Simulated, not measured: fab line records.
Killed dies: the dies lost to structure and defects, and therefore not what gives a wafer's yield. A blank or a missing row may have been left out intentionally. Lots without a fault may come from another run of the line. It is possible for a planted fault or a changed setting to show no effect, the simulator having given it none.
What tool caused it?	flow sky130	36 wafers from 12 lots sampled at 4 of the route's 708 steps

## WHAT EACH GAUGE READ, for each wafer
SKY_CAP2M_THK_MEAS_01. Usual: CAP2M_CVD_00_THK typically reads 15.44 nm, with standard deviation 0.2.
lot	measured	on	CAP2M_CVD_00_THK (nm)	flag
L107	day 38 09:51	film metro-02	15.51 15.73 15.70	
L110	day 41 05:06	film metro-02	15.29 15.47 15.66	
L114	day 42 08:07	film metro-02	15.67 15.55 15.56	
L116	day 42 23:37	film metro-04	15.23 15.43 15.66	
L117	day 43 06:04	film metro-01	15.41 15.70 15.56	
L122	day 45 02:14	film metro-01	15.23 15.68 15.35	
L121	day 45 04:41	film metro-01	15.04 15.40 15.53	
L124	day 45 06:40	film metro-04	15.03 15.14 15.36	
L127	day 45 20:40	film metro-02	15.22 15.49 15.40	
L128	day 46 12:02	film metro-01	15.25 15.27 15.66	
L129	day 46 14:24	film metro-04	15.30 15.80 15.67	
L130	day 46 18:32	film metro-04	15.01 15.42 15.60	

## WHICH TOOL RAN EACH LOT (tool, then ch and the chambers of the sampled wafers, then the start)
lot	SKY_VIA3_ETCH_14	SKY_VIA3_SPUTTER_20	SKY_CAP2M_CVD_00
L107	rie diel-04 ch 2,3, day 38 08:19	pvd sputter-04, day 38 09:01	pecvd-01 ch 0,1,2, day 38 09:50
L110	rie diel-04 ch 0,1,3, day 41 03:32	pvd sputter-04, day 41 04:16	pecvd-03 ch 0,1,2, day 41 05:05
L114	rie diel-04 ch 1,2,3, day 42 06:31	pvd sputter-04, day 42 07:16	pecvd-04 ch 0,1,2, day 42 08:05
L116	rie diel-01 ch 0,1, day 42 22:01	pvd sputter-01, day 42 22:47	pecvd-01 ch 1,2, day 42 23:36
L117	rie diel-01 ch 1,2, day 43 04:25	pvd sputter-01, day 43 05:13	pecvd-03 ch 1,2, day 43 06:02
L122	rie diel-01 ch 1,3, day 45 00:41	pvd sputter-01, day 45 01:22	pecvd-03 ch 0,1,2, day 45 02:11
L121	rie diel-01 ch 2,3, day 45 03:10	pvd sputter-03, day 45 03:51	pecvd-03 ch 0,2, day 45 04:40
L124	rie diel-01 ch 0,1,3, day 45 05:07	pvd sputter-01, day 45 05:48	pecvd-04 ch 0,1, day 45 06:38
L127	rie diel-02 ch 0,1,3, day 45 19:08	pvd sputter-01, day 45 19:49	pecvd-03 ch 1,2, day 45 20:38
L128	rie diel-02 ch 0,1,3, day 46 10:28	pvd sputter-01, day 46 11:11	pecvd-03 ch 1,2, day 46 12:00
L129	rie diel-02 ch 0,2,3, day 46 12:52	pvd sputter-01, day 46 13:34	pecvd-04 ch 0,1, day 46 14:23
L130	rie diel-04 ch 0,1,3, day 46 16:59	pvd sputter-01, day 46 17:40	pecvd-03 ch 0,2, day 46 18:31
- SKY_VIA3_ETCH_14: etches BARC in N2/H2, stops on SiO2, time 45.9 s, target depth 60 nm.
- SKY_VIA3_SPUTTER_20: material TiN, target thk 20 nm, time 80 s.
- SKY_CAP2M_CVD_00: deposits SiO2, target thk 15.5 nm.

## WHAT THE TOOLS THEMSELVES READ (means of the sampled wafers that have a number; where no wafer has one, the mark that the record gives instead)
SKY_VIA3_ETCH_14. Usual: bias w 100.0 W, standard deviation 0.31; drypump motor current A 5.8 A, standard deviation 0.47; oes product au 0.855 a.u., standard deviation 0.0047; rf fwd power W 494.4 W, standard deviation 2.2; throttle valve pct 13.225 %, standard deviation 0.0091.
lot	tool	bias w (W)	drypump motor current A (A)	oes product au (a.u.)	rf fwd power W (W)	throttle valve pct (%)	flag
L107	rie diel-04	99.7	6.3	0.856	494.3	13.236	
L110	rie diel-04	100.2	6.0	0.862	494.3	13.238	
L114	rie diel-04	100.1	5.9	0.851	493.5	13.232	
L116	rie diel-01	99.8	5.2	0.857	495.7	13.214	
L117	rie diel-01	99.6	5.8	0.859	495.1	13.227	
L122	rie diel-01	102.4	6.0	0.852	496.1	13.224	OFF
L121	rie diel-01	102.7	6.4	0.855	493.3	13.226	OFF
L124	rie diel-01	102.6	5.6	0.853	496.1	13.217	OFF
L127	rie diel-02	100.0	5.7	0.856	493.8	13.222	
L128	rie diel-02	100.1	5.7	0.855	494.3	13.212	
L129	rie diel-02	99.8	5.5	0.855	493.7	13.228	
L130	rie diel-04	100.1	6.0	0.857	492.7	13.222	

SKY_VIA3_SPUTTER_20. Usual: 30.1 % for throttle valve pct, sd 1.2.
lot	tool	throttle valve pct (%)	flag
L107	pvd sputter-04	30.2	
L110	pvd sputter-04	30.0	
L114	pvd sputter-04	30.0	
L116	pvd sputter-01	30.3	
L117	pvd sputter-01	31.9	
L122	pvd sputter-01	31.2	
L121	pvd sputter-03	29.9	
L124	pvd sputter-01	30.5	
L127	pvd sputter-01	30.6	
L128	pvd sputter-01	31.9	
L129	pvd sputter-01	30.5	
L130	pvd sputter-01	30.5	

SKY_CAP2M_CVD_00. Usual: heater power w 749 W, standard deviation 99; rf fwd power W 440.4 W, standard deviation 2.
lot	tool	heater power w (W)	rf fwd power W (W)	flag
L107	pecvd-01	740	440.0	
L110	pecvd-03	802	441.7	
L114	pecvd-04	689	439.3	
L116	pecvd-01	838	440.9	
L117	pecvd-03	786	440.7	
L122	pecvd-03	727	440.9	
L121	pecvd-03	857	438.2	
L124	pecvd-04	724	439.6	
L127	pecvd-03	710	442.7	
L128	pecvd-03	779	440.6	
L129	pecvd-04	662	438.5	
L130	pecvd-03	815	438.8	

## THE ANSWER, worked out from the rows above alone
Rule: lot off if the mean of its wafers having a number is beyond 3 standard deviations from the usual mean. Also off: a lot with no number at a reading for which 4 or more lots have one. The other lots that the step has rows for count as sound. After the gauges, taken in route order, come the tools' own readings; for these a lot's mean is taken, as printed above. The first step at which some lot is off is used, and at that step the reading that is off furthest; a lot without a number counts as furthest.
Off: L122, L121, L124, at SKY_VIA3_ETCH_14 (bias w).
A tool fits if, at that step or a process step before it, it ran every lot that is off, and no sound lot after the first of them. One fits: SKY_VIA3_ETCH_14 on rie diel-01. Its last sound lot is L117 (day 43 04:25), its first lot that is off L122 (day 45 00:41): a fault that began between those two fits.
On the lots that are off, the tool's own readings at SKY_VIA3_ETCH_14 differ by more than 5 times the standard deviation of the sound lots' means, which bears it out; bias w reads 102.6 W there versus 99.9 W on the sound lots.

## WHAT WAS PUT IN BY THE SIMULATOR
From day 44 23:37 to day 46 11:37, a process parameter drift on rie diel-01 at SKY_VIA3_ETCH_14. The setting bias w was moved by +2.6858, starting from 100. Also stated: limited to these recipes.
Lots struck among those shown: L122, L121, L124. The same result came from the rule above.
